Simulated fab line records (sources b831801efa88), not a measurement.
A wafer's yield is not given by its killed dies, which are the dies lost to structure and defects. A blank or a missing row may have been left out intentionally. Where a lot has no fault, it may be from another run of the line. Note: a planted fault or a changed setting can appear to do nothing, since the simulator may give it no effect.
Which of the tools did it?	flow gf180mcu	Sampling: 13 lots, 39 wafers, 2 of 602 route steps

== WHAT THE GAUGES READ, wafer by wafer ==
GF_M4_THK_MEAS_06: measures by xrf. Usual: M4_ALCU_THK 440 nm, standard deviation 5.3.
lot	measured	on	M4_ALCU_THK (nm)	flag
L503	day 23 12:53	film metro-03	441 437 436	
L504	day 23 17:22	film metro-01	432 429 429	
L507	day 24 02:51	film metro-02	438 438 434	
L506	day 24 07:34	film metro-01	439 441 439	
L508	day 24 17:49	film metro-03	448 451 450	
L509	day 25 02:28	film metro-01	442 447 440	
L510	day 25 07:59	film metro-03	448 450 449	
L511	day 25 11:06	film metro-02	445 444 450	
L512	day 26 03:04	film metro-02	448 446 444	
L513	day 26 11:28	film metro-01	435 434 437	
L515	day 27 00:08	film metro-02	431 433 435	
L517	day 27 18:48	film metro-01	447 441 444	
L521	day 28 19:18	film metro-02	447 447 447	

GF_V4_BOW_MEAS_05. Usual: V4_BOW 138 um, standard deviation 9.3.
lot	measured	on	V4_BOW (um)	flag
L503	day 24 12:18	film metro-04	150 148 148	
L504	day 24 16:55	film metro-02	133 143 143	
L507	day 25 02:05	film metro-02	148 144 151	
L506	day 25 06:17	film metro-02	132 146 145	
L508	day 25 16:32	film metro-02	133 124 123	
L509	day 26 00:45	film metro-02	134 137 145	
L510	day 26 06:22	film metro-04	117 130 142	
L511	day 26 09:26	film metro-04	129 136 133	
L512	day 27 01:15	film metro-03	145 129 118	
L513	day 27 09:07	film metro-04	130 125 137	
L515	day 27 21:24	film metro-03	143 138 143	
L517	day 28 16:03	film metro-02	147 133 142	
L521	day 29 15:47	film metro-04	136 147 143	

== WHICH TOOL RAN EACH LOT (tool, then ch and the chambers of the sampled wafers, then the start) ==
The record shows no process step preceding these readings.

== AS READ BY THE TOOLS THEMSELVES (means over the sampled wafers that have a number; for cases with no such wafer, the mark the record gives instead) ==
The record holds no such reading with a usual standard deviation.

== THE ANSWER, worked out from the rows above alone ==
Rule: a lot is off if the mean of its wafers that have a number lies more than 3 standard deviations from the usual mean. A lot without any number at a reading at which 4 lots or more have one is off too. Any other lot the step has rows for is counted as sound. The gauges are gone through in route order, then the tools' own readings, and for those a lot's mean is taken as printed above. The first step at which some lot is off is used, and at that step the reading that is off furthest; a lot without a number counts as furthest.
Nothing can be told from this: no lot is off at any reading shown.

== WHAT THE SIMULATOR HAD INSERTED ==
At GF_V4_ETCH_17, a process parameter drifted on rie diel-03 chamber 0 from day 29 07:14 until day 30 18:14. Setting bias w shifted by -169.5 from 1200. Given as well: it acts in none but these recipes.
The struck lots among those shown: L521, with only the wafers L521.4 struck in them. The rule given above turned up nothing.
